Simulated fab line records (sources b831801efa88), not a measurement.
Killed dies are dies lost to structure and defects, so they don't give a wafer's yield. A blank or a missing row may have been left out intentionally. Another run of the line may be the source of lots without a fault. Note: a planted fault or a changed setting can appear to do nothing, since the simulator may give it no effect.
fab line records	flow sfq-line
record lots=12	wafers=36	last-day=90
route steps=325 shown L0V@26 M0@41 M1@59 I3@136
lots that met no fault: from a run of the same line without faults
start-h: hours from the record's first day to the start of the lot's first wafer shown	wait-h: time in hours since the lot's previous step	" same as the row above	L1.1+2: several wafers, shown together as one row	- no value, or no start given	* or withheld: withheld	< > ~ a bound
route shown NAME@n: NAME is a module with steps in the file, n the number in the route of the first one	usual: mean/standard deviation taken from wafers without a fault	same: alike in all rows	chamber/n: place in a boat	sites: per-site readings	_std_site: the standard deviation of these	_edge_site: outer sites' mean less inner sites'	radius-mm: for every site, how far away it sits from the centre of the wafer	mask NAME#n: copy n	behind: the last tool/chamber to shape the wafer	hold: reason for holding the lot/hours on hold/outcome of the hold	device: which transistor (n, p or np) failed to switch	end of line: the same wafers' tests at the end of the route	a step with no rows: only its recipe	killed: not the wafer's yield, but the dies lost to structure and defects at the first sort	map: shows each die of a wafer: x if killed, . if not, _ if none is there
set.NAME: the setting that was run; set.NAME@STEP: the one run at that earlier step	model.NAME: the simulator's own value behind a step, which no gauge read
the route's steps for a sample of lots (tables are steps, rows are wafers)
services: when a tool's chamber went out of use (start-h, in hours from the record's first day, below 0 if earlier), for how many hours, and the reason
## steps
# step SFQ_TRILAYER_L0_VIA_STRIP_STRIP_017
# recipe gas=O2	power-w=200	platen-temp-c=40	overash-fraction=0.65	chemistry=O2	pressure-mtorr=50
# usual drypump-motor-current-A=5.6/0.59	oes-product-au=1.001/0.0083
lot.wafer	tool	chamber	start-h	wait-h	drypump-motor-current-A	oes-product-au	rf-hours-counter-h
L986.2	rie-metal-03	1	170.80	-	5.2	1.001	103
L986.3	"	1	"	"	5.3	1.000	-
L986.4	"	0	"	"	5.1	0.993	-
L987.3	rie-metal-01	0	185.40	-	5.1	1.004	-
L987.4	"	1	"	"	6.6	0.983	-
L987.6	"	1	"	"	6.7	0.990	-
L988.1	rie-metal-04	1	191.20	-	5.9	1.003	169
L988.2	"	0	"	"	5.7	1.001	99
L988.3	"	1	"	"	5.8	1.010	-
L989.1	rie-metal-04	0	197.62	-	5.7	1.009	100
L989.5	"	1	"	"	5.9	1.007	-
L989.6	"	0	"	"	5.7	1.004	-
L990.2	rie-metal-04	1	202.77	-	5.9	1.004	171
L990.4	"	1	"	"	5.9	0.997	-
L990.6	"	0	"	"	5.7	1.002	-
L991.2	rie-metal-01	1	208.77	-	6.6	0.992	99
L991.4	"	1	"	"	6.6	0.996	-
L991.5	"	1	"	"	6.6	0.988	-
L992.1	rie-metal-03	1	212.37	-	5.2	0.998	111
L992.5	"	0	"	"	5.1	1.003	-
L992.6	"	1	"	"	5.3	1.000	-
L101.1	rie-metal-03	1	273.01	-	5.2	0.995	119
L101.4	"	0	"	"	5.1	0.997	-
L101.5	"	0	"	"	5.1	1.001	-
L102.4	rie-metal-04	0	281.61	-	5.7	1.012	-
L102.5	"	0	"	"	5.7	1.004	-
L102.6	"	1	"	"	5.9	1.007	-
L103.2	rie-metal-03	0	288.61	-	5.1	0.999	140
L103.4	"	0	"	"	5.1	1.002	-
L103.6	"	0	"	"	5.1	0.999	-
L104.1	rie-metal-03	1	303.26	-	5.2	0.993	123
L104.4	"	1	"	"	5.3	1.001	-
L104.6	"	1	"	"	5.2	0.992	-
L108.2	rie-metal-01	1	330.02	-	6.6	0.983	117
L108.4	"	0	"	"	5.1	1.011	-
L108.5	"	0	"	"	5.1	1.022	-
# step SFQ_TRILAYER_M0_STRIP_STRIP_025
# recipe gas=O2	power-w=200	platen-temp-c=40	overash-fraction=0.65	chemistry=O2	pressure-mtorr=50
# usual drypump-motor-current-A=5.5/0.33	oes-product-au=1.000/0.0076
lot.wafer	tool	chamber	start-h	wait-h	drypump-motor-current-A	oes-product-au	rf-hours-counter-h
L986.2	rie-metal-04	0	186.92	0.1	5.7	0.997	98
L986.3	"	1	"	"	5.9	0.995	-
L986.4	"	0	"	"	5.7	1.006	-
L987.3	rie-metal-03	0	201.32	0.2	5.1	1.003	-
L987.4	"	1	"	"	5.3	0.997	-
L987.6	"	1	"	"	5.2	0.998	-
L988.1	rie-metal-02	0	202.32	0.1	5.0	1.002	149
L988.2	"	1	"	"	5.8	0.996	101
L988.3	"	0	"	"	5.0	0.991	-
L989.1	rie-metal-03	0	205.92	0.1	5.1	1.019	128
L989.5	"	0	"	"	5.1	1.001	-
L989.6	"	1	"	"	5.3	1.002	-
L990.2	rie-metal-04	0	210.72	0.1	5.7	0.988	103
L990.4	"	0	"	"	5.7	0.999	-
L990.6	"	0	"	"	5.7	0.998	-
L991.2	rie-metal-02	0	217.47	0.1	5.0	0.994	152
L991.4	"	0	"	"	5.0	0.996	-
L991.5	"	0	"	"	5.0	0.988	-
L992.1	rie-metal-04	1	218.67	0.1	5.8	1.004	174
L992.5	"	1	"	"	5.9	1.013	-
L992.6	"	0	"	"	5.7	1.005	-
L101.1	rie-metal-04	0	276.57	0.1	5.7	1.008	114
L101.4	"	0	"	"	5.7	1.011	-
L101.5	"	0	"	"	5.7	1.012	-
L102.4	rie-metal-02	0	285.15	0.2	5.0	0.997	-
L102.5	"	0	"	"	5.0	1.013	-
L102.6	"	1	"	"	5.7	0.990	-
L103.2	rie-metal-02	1	292.60	0.1	5.7	0.991	115
L103.4	"	0	"	"	5.0	0.998	-
L103.6	"	0	"	"	5.0	0.997	-
L104.1	rie-metal-04	1	306.87	0.1	5.9	1.001	6
L104.4	"	1	"	"	5.9	1.009	-
L104.6	"	0	"	"	5.7	1.007	-
L108.2	rie-metal-03	0	447.11	0.1	5.1	1.003	165
L108.4	"	1	"	"	5.3	0.997	-
L108.5	"	0	"	"	5.1	1.014	-
# step SFQ_TRILAYER_M1_DEP_SPUTTER_037
# recipe material=Nb	base-pressure-pa=1.33e-06	chamber-pressure-pa=0.1333	substrate-temp-c=20	resputter-cathode-voltage-v=400	target-thk-nm=200	power-w=2000	time-s=133.3
# usual throttle-valve-pct=30.1/1.2
lot.wafer	tool	chamber	start-h	wait-h	throttle-valve-pct
L986.2	pvd-sputter-03	-	300.41	0.0	28.7
L986.3	"	-	"	"	28.9
L986.4	"	-	"	"	31.1
L987.3	pvd-sputter-04	-	303.14	0.0	31.2
L987.4	"	-	"	"	31.2
L987.6	"	-	"	"	28.2
L988.1	pvd-sputter-06	-	315.30	0.0	29.6
L988.2	"	-	"	"	30.2
L988.3	"	-	"	"	31.5
L989.1	pvd-sputter-03	-	322.49	0.0	28.6
L989.5	"	-	"	"	29.0
L989.6	"	-	"	"	29.7
L990.2	pvd-sputter-03	-	327.29	0.0	30.9
L990.4	"	-	"	"	28.7
L990.6	"	-	"	"	29.0
L991.2	pvd-sputter-03	-	335.69	0.0	28.7
L991.4	"	-	"	"	31.0
L991.5	"	-	"	"	30.9
L992.1	pvd-sputter-03	-	340.49	0.0	29.5
L992.5	"	-	"	"	31.2
L992.6	"	-	"	"	29.8
L101.1	pvd-sputter-04	-	396.28	0.0	31.0
L101.4	"	-	"	"	31.2
L101.5	"	-	"	"	31.0
L102.4	pvd-sputter-04	-	403.48	0.0	30.6
L102.5	"	-	"	"	28.0
L102.6	"	-	"	"	30.8
L103.2	pvd-sputter-03	-	409.48	0.0	31.2
L103.4	"	-	"	"	29.5
L103.6	"	-	"	"	28.8
L104.1	pvd-sputter-03	-	417.41	0.0	28.8
L104.4	"	-	"	"	28.9
L104.6	"	-	"	"	29.6
L108.2	pvd-sputter-06	-	459.65	0.0	32.1
L108.4	"	-	"	"	30.2
L108.5	"	-	"	"	29.3
# step SFQ_M1_RS_MEAS_909
# recipe thk-meas-gauge=four-point-probe	reads=Nb_of_TRILAYER_M1_DEP_SPUTTER_037
# usual M1_NB_RS=0.889/0.01
lot.wafer	tool	chamber	start-h	wait-h	M1_NB_RS[ohm/sq]
L986.2	film-metro-01	-	300.53	0.1	0.899
L986.3	"	-	"	"	0.899
L986.4	"	-	"	"	0.907
L987.3	film-metro-02	-	303.28	0.1	0.872
L987.4	"	-	"	"	0.878
L987.6	"	-	"	"	0.881
L988.1	film-metro-04	-	315.39	0.0	0.895
L988.2	"	-	"	"	0.886
L988.3	"	-	"	"	0.891
L989.1	film-metro-04	-	322.58	0.0	0.891
L989.5	"	-	"	"	0.877
L989.6	"	-	"	"	0.891
L990.2	film-metro-01	-	327.40	0.1	0.905
L990.4	"	-	"	"	0.892
L990.6	"	-	"	"	0.887
L991.2	film-metro-01	-	335.80	0.1	0.893
L991.4	"	-	"	"	0.905
L991.5	"	-	"	"	0.900
L992.1	film-metro-04	-	340.58	0.0	0.897
L992.5	"	-	"	"	0.899
L992.6	"	-	"	"	0.901
L101.1	film-metro-02	-	396.37	0.0	0.880
L101.4	"	-	"	"	1.584
L101.5	"	-	"	"	1.536
L102.4	film-metro-02	-	403.63	0.1	1.517
L102.5	"	-	"	"	1.528
L102.6	"	-	"	"	0.867
L103.2	film-metro-01	-	409.59	0.1	0.915
L103.4	"	-	"	"	0.906
L103.6	"	-	"	"	0.892
L104.1	film-metro-02	-	417.50	0.0	0.884
L104.4	"	-	"	"	0.880
L104.6	"	-	"	"	0.897
L108.2	film-metro-04	-	459.76	0.1	0.897
L108.4	"	-	"	"	0.897
L108.5	"	-	"	"	0.889
# step SFQ_TRILAYER_M1_ETCH_METAL_ETCH_042
# recipe target=Nb	stop-on=SiO2	mask-material=PR	chemistry=Cl2/Ar	target-depth-nm=240	icp-w=600	bias-w=80	pressure-mtorr=10	time-s=120
# usual drypump-motor-current-A=5.6/0.67	oes-product-au=0.894/0.0073
# same time-s=120
lot.wafer	tool	chamber	start-h	wait-h	drypump-motor-current-A	oes-product-au	rf-hours-counter-h
L986.2	rie-metal-03	1	412.18	0.0	5.2	0.892	141
L986.3	"	0	"	"	5.1	0.890	-
L986.4	"	1	"	"	5.3	0.885	-
L987.3	rie-metal-03	0	414.63	0.1	5.1	0.904	-
L987.4	"	1	"	"	5.3	0.900	-
L987.6	"	1	"	"	5.3	0.899	-
L988.1	rie-metal-03	0	420.58	0.0	5.1	0.892	161
L988.2	"	1	"	"	5.2	0.894	143
L988.3	"	0	"	"	5.1	0.888	-
L989.1	rie-metal-01	1	433.95	0.1	6.7	0.887	136
L989.5	"	1	"	"	6.7	0.900	-
L989.6	"	1	"	"	6.7	0.899	-
L990.2	rie-metal-02	1	442.18	0.0	5.7	0.898	141
L990.4	"	0	"	"	5.0	0.904	-
L990.6	"	1	"	"	5.7	0.890	-
L991.2	rie-metal-01	1	451.75	0.0	6.6	0.886	141
L991.4	"	0	"	"	5.1	0.887	-
L991.5	"	1	"	"	6.6	0.883	-
L992.1	rie-metal-01	0	456.71	0.0	5.1	0.894	2
L992.5	"	0	"	"	5.1	0.890	-
L992.6	"	1	"	"	6.7	0.885	-
L101.1	rie-metal-03	1	513.84	0.0	5.3	0.896	159
L101.4	"	1	"	"	5.3	0.670	-
L101.5	"	0	"	"	5.1	0.683	-
L102.4	rie-metal-03	0	522.28	0.1	5.1	0.682	-
L102.5	"	0	"	"	5.1	0.678	-
L102.6	"	1	"	"	5.3	0.905	-
L103.2	rie-metal-02	1	527.04	0.0	5.7	0.881	153
L103.4	"	1	"	"	5.7	0.890	-
L103.6	"	0	"	"	5.0	0.891	-
L104.1	rie-metal-03	0	537.70	0.1	5.1	0.893	10
L104.4	"	0	"	"	5.1	0.897	-
L104.6	"	0	"	"	5.1	0.891	-
L108.2	rie-metal-01	1	581.81	0.1	6.6	0.883	-
L108.4	"	1	"	"	6.6	0.896	-
L108.5	"	1	"	"	6.6	0.886	-
# step SFQ_TRILAYER_I3_METRO_MEASURE_083
# usual thk-nm=199.7/1.2
lot.wafer	tool	chamber	start-h	wait-h	thk-nm
L986.2	film-metro-03	-	776.46	0.3	201.2
L986.3	"	-	"	"	200.7
L986.4	"	-	"	"	200.3
L988.1	film-metro-01	-	782.62	0.1	201.9
L988.2	"	-	"	"	199.9
L988.3	"	-	"	"	200.1
L987.3	film-metro-03	-	782.66	0.5	200.7
L987.4	"	-	"	"	200.1
L987.6	"	-	"	"	199.7
L989.1	film-metro-01	-	803.26	0.1	199.7
L989.5	"	-	"	"	198.4
L989.6	"	-	"	"	198.6
L990.2	film-metro-04	-	822.42	0.3	200.9
L990.4	"	-	"	"	198.5
L990.6	"	-	"	"	198.5
L991.2	film-metro-03	-	824.46	0.3	201.2
L991.4	"	-	"	"	201.4
L991.5	"	-	"	"	200.7
L992.1	film-metro-01	-	828.22	0.1	199.5
L992.5	"	-	"	"	199.2
L992.6	"	-	"	"	200.2
L101.1	film-metro-01	-	1131.85	0.1	200.9
L101.4	"	-	"	"	200.0
L101.5	"	-	"	"	200.1
L102.4	film-metro-04	-	1147.45	0.6	199.5
L102.5	"	-	"	"	199.3
L102.6	"	-	"	"	201.0
L103.2	film-metro-04	-	1152.56	0.3	198.9
L103.4	"	-	"	"	200.4
L103.6	"	-	"	"	200.2
L104.1	film-metro-01	-	1155.36	0.1	199.4
L104.4	"	-	"	"	200.8
L104.6	"	-	"	"	200.8
L108.2	film-metro-01	-	1171.05	0.3	199.8
L108.4	"	-	"	"	199.4
L108.5	"	-	"	"	199.2
## services
tool	chamber	start-h	hours	kind
rie-metal-04	-	194.26	2.8	pm
pvd-sputter-03	-	217.53	0.7	repair
pvd-sputter-03	-	227.26	1.7	repair
pvd-sputter-03	-	242.95	3.3	repair
rie-metal-04	-	409.28	1.4	pm
pvd-sputter-03	-	411.05	4.5	repair
rie-metal-03	-	422.78	2.8	pm
rie-metal-04	1	466.97	17.7	repair
rie-metal-01	0	495.49	4.0	repair
rie-metal-03	-	545.34	0.9	repair
rie-metal-04	1	575.72	9.4	repair
pvd-sputter-03	-	579.74	1.3	repair
rie-metal-01	0	581.34	4.3	repair
pvd-sputter-03	-	599.12	1.8	repair
rie-metal-03	-	618.25	1.4	pm
rie-metal-01	0	624.52	4.5	repair
rie-metal-01	-	694.05	2.8	pm
pvd-sputter-03	-	712.44	14.2	repair
rie-metal-03	-	775.99	1.6	repair
rie-metal-03	-	786.71	14.6	pm
rie-metal-01	-	798.07	0.6	repair
rie-metal-03	1	836.29	15.4	repair
rie-metal-04	-	910.24	0.8	repair
rie-metal-03	-	911.19	1.9	repair
## key
first-sign step=SFQ_M1_RS_MEAS_909	reading=M1_NB_RS	direction=up	sigmas=62	usual=0.889	struck=1.541
effect step=SFQ_TRILAYER_M1_ETCH_METAL_ETCH_042	reading=oes-product-au	direction=down	sigmas=29	usual=0.894	struck=0.678
met-at SFQ_TRILAYER_M1_DEP_SPUTTER_037
struck-lots L101,L102
struck-wafers L101.4,L101.5,L102.4,L102.5
not-acting-at SFQ_TRILAYER_L0_VIA_STRIP_STRIP_017,SFQ_TRILAYER_M0_STRIP_STRIP_025,SFQ_TRILAYER_I3_METRO_MEASURE_083
onset-between 303.14 396.28
fault kind=process-parameter-drift	tool=pvd-sputter-04	chamber=-	onset-h=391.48	steps=SFQ_TRILAYER_M1_DEP_SPUTTER_037	channel=target-thk-nm	offset=-86.92	shape=step	end-h=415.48	scope=struck-wafers-only	acts-in=these-recipes-only	stated=200
